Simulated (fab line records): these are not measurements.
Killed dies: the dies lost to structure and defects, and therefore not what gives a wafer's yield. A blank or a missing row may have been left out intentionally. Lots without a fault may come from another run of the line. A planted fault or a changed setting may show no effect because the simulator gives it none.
fab line records :: flow gf180mcu :: part 2 of 2: steps 35 to 45 of 45
record
  lots=5
  wafers=15
  last-day=33
route steps=602 shown MVSD@136 NWELL@137 LVPWELL@138 MVPSD@139 VT_IMPLANT@140 DUAL_GATE@141 POLY_GATE@157 HV_LDD@176
lots untouched by any fault: they come from a run of this same line in which no faults occurred
start-h: the number of hours between the record's first day and the start of the first shown wafer of the lot :: wait-h: time in hours since the lot's previous step :: " the same as in the row above :: L1.1+2: several wafers, shown together as one row :: - no value, or no start given :: * or withheld: withheld :: < > ~ a bound
route shown NAME@n: NAME is a module with steps in the file, n the number in the route of the first one :: usual: average and standard deviation across the fault-free wafers :: same: alike in all rows :: chamber/n: place in a boat :: sites: per-site readings :: _std_site: the standard deviation of these :: _edge_site: the outer-site mean with the inner-site mean subtracted :: radius-mm: for every site, how far away it sits from the centre of the wafer :: mask NAME#n: copy n :: behind: tool/chamber where the wafer was last shaped :: hold: cause of the lot's hold/its duration in hours/its outcome :: device: the transistor (n, p or np) that didn't switch :: end of line: the same wafers' tests at the end of the route :: a step without rows: its recipe alone :: killed: at the first sort, the dies lost to defects and structure; wafer yield is something else :: map: a wafer's dies, x killed, . not, _ none there
set.NAME: the run value of the setting; set.NAME@STEP: its run value at that earlier step :: model.NAME: the simulator's own value behind a step, which no gauge read
lots at selected steps of the route; one table per step, one row per wafer
services: when a tool's chamber went out of use (start-h, in hours from the record's first day, below 0 if earlier), for how many hours, and the reason
## steps
# step GF_POLY_GATE_ETCH_13
# recipe
  target=poly-Si
  target-depth-nm=198.5
  stop-on=SiO2
  over-etch-frac=0.403
  chemistry=HBr/Cl2
  icp-w=400
  bias-w=100
  pressure-mtorr=10
  HBr_flow_sccm=150
  Cl2_flow_sccm=50
  time-s=69.6
# usual
  chamber-pressure-mTorr=9.999/0.0093
  drypump-motor-current-A=5.5/0.48
  he-backside-leak-sccm=2.7/0.34
  oes-product-au=0.992/0.0084
  throttle-valve-pct=33.684/0.0098
lot.wafer: L080.1
tool: rie-si-01
chamber: 3
start-h: 239.78
wait-h: -
chamber-pressure-mTorr: 10.009
drypump-motor-current-A: 5.7
he-backside-leak-sccm: 2.8
oes-product-au: 0.981
rf-hours-counter-h: 24
throttle-valve-pct: 33.679

lot.wafer: L080.4
tool: rie-si-01
chamber: 0
start-h: 239.78
wait-h: -
chamber-pressure-mTorr: 10.006
drypump-motor-current-A: 4.6
he-backside-leak-sccm: 2.8
oes-product-au: 0.991
rf-hours-counter-h: 7
throttle-valve-pct: 33.690

lot.wafer: L080.5
tool: rie-si-01
chamber: 2
start-h: 239.78
wait-h: -
chamber-pressure-mTorr: 10.001
drypump-motor-current-A: 5.2
he-backside-leak-sccm: 3.0
oes-product-au: 1.001
rf-hours-counter-h: -
throttle-valve-pct: 33.677

lot.wafer: L083.1
tool: rie-si-02
chamber: 3
start-h: 267.99
wait-h: -
chamber-pressure-mTorr: 9.991
drypump-motor-current-A: 5.4
he-backside-leak-sccm: 2.9
oes-product-au: 0.991
rf-hours-counter-h: 38
throttle-valve-pct: 33.680

lot.wafer: L083.2
tool: rie-si-02
chamber: 2
start-h: 267.99
wait-h: -
chamber-pressure-mTorr: 9.991
drypump-motor-current-A: 6.0
he-backside-leak-sccm: 2.3
oes-product-au: 0.995
rf-hours-counter-h: 49
throttle-valve-pct: 33.691

lot.wafer: L083.3
tool: rie-si-02
chamber: 1
start-h: 267.99
wait-h: -
chamber-pressure-mTorr: 10.003
drypump-motor-current-A: 6.1
he-backside-leak-sccm: 2.4
oes-product-au: 0.987
rf-hours-counter-h: 30
throttle-valve-pct: 33.690

lot.wafer: L084.1
tool: rie-si-02
chamber: 1
start-h: 276.26
wait-h: -
chamber-pressure-mTorr: 10.007
drypump-motor-current-A: 6.0
he-backside-leak-sccm: 2.4
oes-product-au: 0.987
rf-hours-counter-h: 30
throttle-valve-pct: 33.690

lot.wafer: L084.5
tool: rie-si-02
chamber: 0
start-h: 276.26
wait-h: -
chamber-pressure-mTorr: 9.997
drypump-motor-current-A: 5.9
he-backside-leak-sccm: 2.4
oes-product-au: 0.989
rf-hours-counter-h: -
throttle-valve-pct: 33.688

lot.wafer: L084.6
tool: rie-si-02
chamber: 3
start-h: 276.26
wait-h: -
chamber-pressure-mTorr: 10.007
drypump-motor-current-A: 5.4
he-backside-leak-sccm: 3.0
oes-product-au: 0.992
rf-hours-counter-h: -
throttle-valve-pct: 33.674

lot.wafer: L089.2
tool: rie-si-02
chamber: 2
start-h: 309.36
wait-h: -
chamber-pressure-mTorr: 9.989
drypump-motor-current-A: 6.0
he-backside-leak-sccm: 2.5
oes-product-au: 0.991
rf-hours-counter-h: 50
throttle-valve-pct: 33.689

lot.wafer: L089.3
tool: rie-si-02
chamber: 3
start-h: 309.36
wait-h: -
chamber-pressure-mTorr: 9.994
drypump-motor-current-A: 5.4
he-backside-leak-sccm: 2.8
oes-product-au: 0.997
rf-hours-counter-h: 38
throttle-valve-pct: 33.697

lot.wafer: L089.5
tool: rie-si-02
chamber: 2
start-h: 309.36
wait-h: -
chamber-pressure-mTorr: 9.994
drypump-motor-current-A: 6.0
he-backside-leak-sccm: 2.4
oes-product-au: 0.995
rf-hours-counter-h: -
throttle-valve-pct: 33.677

lot.wafer: L093.1
tool: rie-si-02
chamber: 1
start-h: 336.91
wait-h: -
chamber-pressure-mTorr: 10.011
drypump-motor-current-A: 6.0
he-backside-leak-sccm: 2.4
oes-product-au: 1.000
rf-hours-counter-h: 31
throttle-valve-pct: 33.692

lot.wafer: L093.2
tool: rie-si-02
chamber: 3
start-h: 336.91
wait-h: -
chamber-pressure-mTorr: 10.010
drypump-motor-current-A: 5.4
he-backside-leak-sccm: 2.9
oes-product-au: 1.007
rf-hours-counter-h: 38
throttle-valve-pct: 33.690

lot.wafer: L093.3
tool: rie-si-02
chamber: 0
start-h: 336.91
wait-h: -
chamber-pressure-mTorr: 9.996
drypump-motor-current-A: 6.0
he-backside-leak-sccm: 2.5
oes-product-au: 0.994
rf-hours-counter-h: 3
throttle-valve-pct: 33.686
# step GF_POLY_GATE_STRIP_14
# recipe
  chemistry=O2/N2
  power-w=1400
  pressure-mtorr=1500
  platen-temp-c=250
  o2-flow-sccm=3000
  n2-flow-sccm=300
  overash-fraction=0.5
# usual
  chamber-pressure-mTorr=1500.1/1.3
  drypump-motor-current-A=5.5/0.66
  heater-power-w=344/36
  oes-product-au=0.505/0.0046
lot.wafer: L080.1
tool: plasma-asher-04
chamber: 1
start-h: 239.84
wait-h: 0.0
chamber-pressure-mTorr: 1501.0
drypump-motor-current-A: 5.3
heater-power-w: 307
oes-product-au: 0.501
rf-hours-counter-h: 60

lot.wafer: L080.4
tool: plasma-asher-04
chamber: 1
start-h: 239.84
wait-h: 0.0
chamber-pressure-mTorr: 1499.0
drypump-motor-current-A: 5.4
heater-power-w: 304
oes-product-au: 0.504
rf-hours-counter-h: -

lot.wafer: L080.5
tool: plasma-asher-04
chamber: 0
start-h: 239.84
wait-h: 0.0
chamber-pressure-mTorr: 1498.9
drypump-motor-current-A: 5.3
heater-power-w: 305
oes-product-au: 0.501
rf-hours-counter-h: -

lot.wafer: L083.1
tool: plasma-asher-02
chamber: 0
start-h: 268.05
wait-h: 0.0
chamber-pressure-mTorr: 1500.6
drypump-motor-current-A: 6.3
heater-power-w: 313
oes-product-au: 0.501
rf-hours-counter-h: 16

lot.wafer: L083.2
tool: plasma-asher-02
chamber: 1
start-h: 268.05
wait-h: 0.0
chamber-pressure-mTorr: 1500.5
drypump-motor-current-A: 6.4
heater-power-w: 358
oes-product-au: 0.503
rf-hours-counter-h: 16

lot.wafer: L083.3
tool: plasma-asher-02
chamber: 0
start-h: 268.05
wait-h: 0.0
chamber-pressure-mTorr: 1501.6
drypump-motor-current-A: 6.2
heater-power-w: 311
oes-product-au: 0.498
rf-hours-counter-h: -

lot.wafer: L084.1
tool: plasma-asher-04
chamber: 1
start-h: 276.32
wait-h: 0.0
chamber-pressure-mTorr: 1498.0
drypump-motor-current-A: 5.4
heater-power-w: 307
oes-product-au: 0.510
rf-hours-counter-h: 64

lot.wafer: L084.5
tool: plasma-asher-04
chamber: 0
start-h: 276.32
wait-h: 0.0
chamber-pressure-mTorr: 1501.6
drypump-motor-current-A: 5.2
heater-power-w: 304
oes-product-au: 0.504
rf-hours-counter-h: -

lot.wafer: L084.6
tool: plasma-asher-04
chamber: 1
start-h: 276.32
wait-h: 0.0
chamber-pressure-mTorr: 1498.4
drypump-motor-current-A: 5.4
heater-power-w: 300
oes-product-au: 0.509
rf-hours-counter-h: -

lot.wafer: L089.2
tool: plasma-asher-03
chamber: 1
start-h: 309.42
wait-h: 0.0
chamber-pressure-mTorr: 1499.6
drypump-motor-current-A: 4.8
heater-power-w: 377
oes-product-au: 0.507
rf-hours-counter-h: 51

lot.wafer: L089.3
tool: plasma-asher-03
chamber: 1
start-h: 309.42
wait-h: 0.0
chamber-pressure-mTorr: 1501.9
drypump-motor-current-A: 4.8
heater-power-w: 358
oes-product-au: 0.505
rf-hours-counter-h: -

lot.wafer: L089.5
tool: plasma-asher-03
chamber: 0
start-h: 309.42
wait-h: 0.0
chamber-pressure-mTorr: 1498.3
drypump-motor-current-A: 4.8
heater-power-w: 391
oes-product-au: 0.504
rf-hours-counter-h: -

lot.wafer: L093.1
tool: plasma-asher-02
chamber: 0
start-h: 336.97
wait-h: 0.0
chamber-pressure-mTorr: 1500.6
drypump-motor-current-A: 6.3
heater-power-w: 312
oes-product-au: 0.497
rf-hours-counter-h: 23

lot.wafer: L093.2
tool: plasma-asher-02
chamber: 1
start-h: 336.97
wait-h: 0.0
chamber-pressure-mTorr: 1500.6
drypump-motor-current-A: 6.4
heater-power-w: 344
oes-product-au: 0.499
rf-hours-counter-h: 23

lot.wafer: L093.3
tool: plasma-asher-02
chamber: 1
start-h: 336.97
wait-h: 0.0
chamber-pressure-mTorr: 1498.9
drypump-motor-current-A: 6.4
heater-power-w: 359
oes-product-au: 0.503
rf-hours-counter-h: -
# step GF_POLY_GATE_CLEAN_15
# recipe
  chemistry=SC1/SC2
  mix=1:4:20
  temp-c=70
  time-s=150
  dry=n2-spin
lot.wafer: L080.1+4+5
tool: wet-bench-04
chamber: 0
start-h: 239.94
wait-h: 0.1

lot.wafer: L083.1+2+3
tool: wet-bench-04
chamber: 1
start-h: 268.15
wait-h: 0.1

lot.wafer: L084.1+5+6
tool: wet-bench-04
chamber: 2
start-h: 276.42
wait-h: 0.1

lot.wafer: L089.2+3+5
tool: wet-bench-04
chamber: 0
start-h: 309.52
wait-h: 0.1

lot.wafer: L093.1+2+3
tool: wet-bench-02
chamber: 1
start-h: 337.08
wait-h: 0.1
# step GF_POLY_GATE_OXIDATION_16
# recipe
  temp-c=850
  ambient=O2
  stabilise-s=600
  purge-s=300
  target-thk-a=40
  ox-time-s=899
# same
  purge-s=300
lot.wafer: L080.1+4+5
tool: furnace-01
chamber: 0
start-h: 239.99
wait-h: 0.0

lot.wafer: L083.1+2+3
tool: furnace-02
chamber: 0
start-h: 268.20
wait-h: 0.0

lot.wafer: L084.1+5+6
tool: furnace-02
chamber: 0
start-h: 276.75
wait-h: 0.3

lot.wafer: L089.2+3+5
tool: furnace-01
chamber: 0
start-h: 311.81
wait-h: 2.2

lot.wafer: L093.1+2+3
tool: furnace-02
chamber: 0
start-h: 338.55
wait-h: 1.4
# step GF_POLY_GATE_THK_MEAS_17
# recipe
  reads=SiO2_of_POLY_GATE_OXIDATION_16
# usual
  POLY_GATE_OXIDATION_THK=3.97/0.08
lot.wafer: L080.1
tool: film-metro-04
chamber: -
start-h: 241.24
wait-h: 0.0
POLY_GATE_OXIDATION_THK[nm]: 3.98

lot.wafer: L080.4
tool: film-metro-04
chamber: -
start-h: 241.24
wait-h: 0.0
POLY_GATE_OXIDATION_THK[nm]: 3.91

lot.wafer: L080.5
tool: film-metro-04
chamber: -
start-h: 241.24
wait-h: 0.0
POLY_GATE_OXIDATION_THK[nm]: 3.86

lot.wafer: L083.1
tool: film-metro-04
chamber: -
start-h: 269.45
wait-h: 0.0
POLY_GATE_OXIDATION_THK[nm]: 4.01

lot.wafer: L083.2
tool: film-metro-04
chamber: -
start-h: 269.45
wait-h: 0.0
POLY_GATE_OXIDATION_THK[nm]: 3.96

lot.wafer: L083.3
tool: film-metro-04
chamber: -
start-h: 269.45
wait-h: 0.0
POLY_GATE_OXIDATION_THK[nm]: 4.10

lot.wafer: L084.1
tool: film-metro-04
chamber: -
start-h: 278.00
wait-h: 0.0
POLY_GATE_OXIDATION_THK[nm]: 3.81

lot.wafer: L084.5
tool: film-metro-04
chamber: -
start-h: 278.00
wait-h: 0.0
POLY_GATE_OXIDATION_THK[nm]: 3.90

lot.wafer: L084.6
tool: film-metro-04
chamber: -
start-h: 278.00
wait-h: 0.0
POLY_GATE_OXIDATION_THK[nm]: 3.91

lot.wafer: L089.2
tool: film-metro-02
chamber: -
start-h: 313.07
wait-h: 0.0
POLY_GATE_OXIDATION_THK[nm]: 3.97

lot.wafer: L089.3
tool: film-metro-02
chamber: -
start-h: 313.07
wait-h: 0.0
POLY_GATE_OXIDATION_THK[nm]: 4.00

lot.wafer: L089.5
tool: film-metro-02
chamber: -
start-h: 313.07
wait-h: 0.0
POLY_GATE_OXIDATION_THK[nm]: 4.04

lot.wafer: L093.1
tool: film-metro-03
chamber: -
start-h: 339.80
wait-h: 0.0
POLY_GATE_OXIDATION_THK[nm]: 3.99

lot.wafer: L093.2
tool: film-metro-03
chamber: -
start-h: 339.80
wait-h: 0.0
POLY_GATE_OXIDATION_THK[nm]: 4.05

lot.wafer: L093.3
tool: film-metro-03
chamber: -
start-h: 339.80
wait-h: 0.0
POLY_GATE_OXIDATION_THK[nm]: 4.00
# step GF_POLY_GATE_CD_MEAS_18
# usual
  cd-nm=279.7/2
lot.wafer: L080.1
tool: cd-sem-02
chamber: -
start-h: 241.30
wait-h: 0.1
cd-nm: 278.0

lot.wafer: L080.4
tool: cd-sem-02
chamber: -
start-h: 241.30
wait-h: 0.1
cd-nm: 281.4

lot.wafer: L080.5
tool: cd-sem-02
chamber: -
start-h: 241.30
wait-h: 0.1
cd-nm: 281.4

lot.wafer: L083.1
tool: cd-sem-01
chamber: -
start-h: 269.51
wait-h: 0.1
cd-nm: 281.7

lot.wafer: L083.2
tool: cd-sem-01
chamber: -
start-h: 269.51
wait-h: 0.1
cd-nm: 277.5

lot.wafer: L083.3
tool: cd-sem-01
chamber: -
start-h: 269.51
wait-h: 0.1
cd-nm: 279.0

lot.wafer: L084.1
tool: cd-sem-02
chamber: -
start-h: 278.06
wait-h: 0.1
cd-nm: 278.4

lot.wafer: L084.5
tool: cd-sem-02
chamber: -
start-h: 278.06
wait-h: 0.1
cd-nm: 278.4

lot.wafer: L084.6
tool: cd-sem-02
chamber: -
start-h: 278.06
wait-h: 0.1
cd-nm: 282.3

lot.wafer: L089.2
tool: cd-sem-02
chamber: -
start-h: 313.15
wait-h: 0.1
cd-nm: 278.7

lot.wafer: L089.3
tool: cd-sem-02
chamber: -
start-h: 313.15
wait-h: 0.1
cd-nm: 279.5

lot.wafer: L089.5
tool: cd-sem-02
chamber: -
start-h: 313.15
wait-h: 0.1
cd-nm: 277.9

lot.wafer: L093.1
tool: cd-sem-01
chamber: -
start-h: 339.86
wait-h: 0.1
cd-nm: 278.1

lot.wafer: L093.2
tool: cd-sem-01
chamber: -
start-h: 339.86
wait-h: 0.1
cd-nm: 280.2

lot.wafer: L093.3
tool: cd-sem-01
chamber: -
start-h: 339.86
wait-h: 0.1
cd-nm: 278.3
# step GF_HV_LDD_DEHYDRATE_00
# recipe
  temp-c=200
  time-s=60
lot.wafer: L080.1+4+5
tool: litho-track-03
chamber: 0
start-h: 250.39
wait-h: 9.1

lot.wafer: L083.1+2+3
tool: litho-track-01
chamber: 0
start-h: 278.75
wait-h: 9.2

lot.wafer: L084.1+5+6
tool: litho-track-01
chamber: 0
start-h: 287.15
wait-h: 9.1

lot.wafer: L089.2+3+5
tool: litho-track-03
chamber: 0
start-h: 322.76
wait-h: 9.6

lot.wafer: L093.1+2+3
tool: litho-track-03
chamber: 0
start-h: 349.99
wait-h: 10.1
# step GF_HV_LDD_HMDS_01
# recipe
  prime-time-s=60
  prime-temp-c=120
# usual
  prime-temp-c=120.01/0.13
lot.wafer: L080.1
tool: litho-track-03
chamber: 0
start-h: 250.54
wait-h: 0.1
prime-temp-c: 120.24

lot.wafer: L080.4
tool: litho-track-03
chamber: 0
start-h: 250.54
wait-h: 0.1
prime-temp-c: 120.12

lot.wafer: L080.5
tool: litho-track-03
chamber: 0
start-h: 250.54
wait-h: 0.1
prime-temp-c: 120.03

lot.wafer: L083.1
tool: litho-track-01
chamber: 0
start-h: 278.90
wait-h: 0.1
prime-temp-c: 120.00

lot.wafer: L083.2
tool: litho-track-01
chamber: 0
start-h: 278.90
wait-h: 0.1
prime-temp-c: 120.19

lot.wafer: L083.3
tool: litho-track-01
chamber: 0
start-h: 278.90
wait-h: 0.1
prime-temp-c: 119.98

lot.wafer: L084.1
tool: litho-track-01
chamber: 0
start-h: 287.30
wait-h: 0.1
prime-temp-c: 119.81

lot.wafer: L084.5
tool: litho-track-01
chamber: 0
start-h: 287.30
wait-h: 0.1
prime-temp-c: 119.98

lot.wafer: L084.6
tool: litho-track-01
chamber: 0
start-h: 287.30
wait-h: 0.1
prime-temp-c: 119.97

lot.wafer: L089.2
tool: litho-track-03
chamber: 0
start-h: 322.91
wait-h: 0.1
prime-temp-c: 120.13

lot.wafer: L089.3
tool: litho-track-03
chamber: 0
start-h: 322.91
wait-h: 0.1
prime-temp-c: 120.02

lot.wafer: L089.5
tool: litho-track-03
chamber: 0
start-h: 322.91
wait-h: 0.1
prime-temp-c: 119.95

lot.wafer: L093.1
tool: litho-track-03
chamber: 0
start-h: 350.14
wait-h: 0.1
prime-temp-c: 119.97

lot.wafer: L093.2
tool: litho-track-03
chamber: 0
start-h: 350.14
wait-h: 0.1
prime-temp-c: 120.02

lot.wafer: L093.3
tool: litho-track-03
chamber: 0
start-h: 350.14
wait-h: 0.1
prime-temp-c: 119.90
# step GF_HV_LDD_COAT_02
# recipe
  resist=NOVOLAK
  spin-rpm=3000
  resist-thk-nm=1000
lot.wafer: L080.1+4+5
tool: litho-track-03
chamber: 0
start-h: 250.69
wait-h: 0.1

lot.wafer: L083.1+2+3
tool: litho-track-01
chamber: 0
start-h: 279.05
wait-h: 0.1

lot.wafer: L084.1+5+6
tool: litho-track-01
chamber: 0
start-h: 287.45
wait-h: 0.1

lot.wafer: L089.2+3+5
tool: litho-track-03
chamber: 0
start-h: 323.06
wait-h: 0.1

lot.wafer: L093.1+2+3
tool: litho-track-03
chamber: 0
start-h: 350.29
wait-h: 0.1
# step GF_HV_LDD_SOFTBAKE_03
# recipe
  temp-c=90
  time-s=60
  resist=NOVOLAK
lot.wafer: L080.1+4+5
tool: litho-track-03
chamber: 0
start-h: 250.84
wait-h: 0.1

lot.wafer: L083.1+2+3
tool: litho-track-01
chamber: 0
start-h: 279.20
wait-h: 0.1

lot.wafer: L084.1+5+6
tool: litho-track-01
chamber: 0
start-h: 287.60
wait-h: 0.1

lot.wafer: L089.2+3+5
tool: litho-track-03
chamber: 0
start-h: 323.21
wait-h: 0.1

lot.wafer: L093.1+2+3
tool: litho-track-03
chamber: 0
start-h: 350.44
wait-h: 0.1
# step GF_HV_LDD_EXPOSE_04
# recipe
  mask-id=Nplus_LV_AREA
  target-cd-nm=400
  na=0.6
  source-shape=conventional
  sigma-outer=0.6
  dose-mj=140
lot.wafer: L080.1+4+5
tool: iline-stepper-01
chamber: 0
start-h: -
wait-h: -
mask: Nplus_LV_AREA#0

lot.wafer: L083.1+2+3
tool: iline-stepper-01
chamber: 0
start-h: -
wait-h: -
mask: Nplus_LV_AREA#0

lot.wafer: L084.1+5+6
tool: iline-stepper-02
chamber: 0
start-h: -
wait-h: -
mask: Nplus_LV_AREA#0

lot.wafer: L089.2+3+5
tool: iline-stepper-02
chamber: 0
start-h: -
wait-h: -
mask: Nplus_LV_AREA#0

lot.wafer: L093.1+2+3
tool: iline-stepper-02
chamber: 0
start-h: -
wait-h: -
mask: Nplus_LV_AREA#0
## services
tool: plasma-asher-04
chamber: -
start-h: 175.44
hours: 0.9
kind: repair

tool: rie-diel-04
chamber: -
start-h: 176.72
hours: 14.6
kind: pm

tool: krf-scanner-02
chamber: -
start-h: 181.45
hours: 6.7
kind: repair

tool: krf-scanner-02
chamber: -
start-h: 188.10
hours: 0.8
kind: pm

tool: krf-scanner-01
chamber: -
start-h: 188.85
hours: 1.0
kind: pm

tool: rie-diel-03
chamber: 0
start-h: 192.67
hours: 1.8
kind: repair

tool: iline-stepper-02
chamber: -
start-h: 194.32
hours: 1.7
kind: pm

tool: rie-diel-04
chamber: 2
start-h: 203.00
hours: 6.0
kind: repair

tool: wet-bench-02
chamber: -
start-h: 203.30
hours: 2.4
kind: repair

tool: iline-stepper-01
chamber: -
start-h: 206.54
hours: 1.7
kind: pm

tool: krf-scanner-01
chamber: -
start-h: 214.61
hours: 1.3
kind: pm

tool: krf-scanner-01
chamber: -
start-h: 219.28
hours: 3.6
kind: pm

tool: plasma-asher-04
chamber: -
start-h: 224.15
hours: 2.8
kind: pm

tool: rie-si-02
chamber: 1
start-h: 237.61
hours: 3.2
kind: repair

tool: rie-si-02
chamber: 2
start-h: 246.25
hours: 9.2
kind: repair

tool: lpcvd-02
chamber: -
start-h: 260.51
hours: 0.7
kind: repair

tool: furnace-01
chamber: -
start-h: 261.51
hours: 3.6
kind: pm

tool: iline-stepper-01
chamber: -
start-h: 286.08
hours: 4.4
kind: pm

tool: krf-scanner-01
chamber: -
start-h: 289.56
hours: 0.8
kind: pm

tool: rie-si-02
chamber: 3
start-h: 295.23
hours: 2.2
kind: repair

tool: furnace-02
chamber: -
start-h: 303.55
hours: 10.6
kind: repair

tool: rie-si-02
chamber: 0
start-h: 315.90
hours: 3.1
kind: repair

tool: furnace-02
chamber: -
start-h: 335.12
hours: 3.4
kind: pm

tool: furnace-01
chamber: -
start-h: 341.51
hours: 3.8
kind: pm
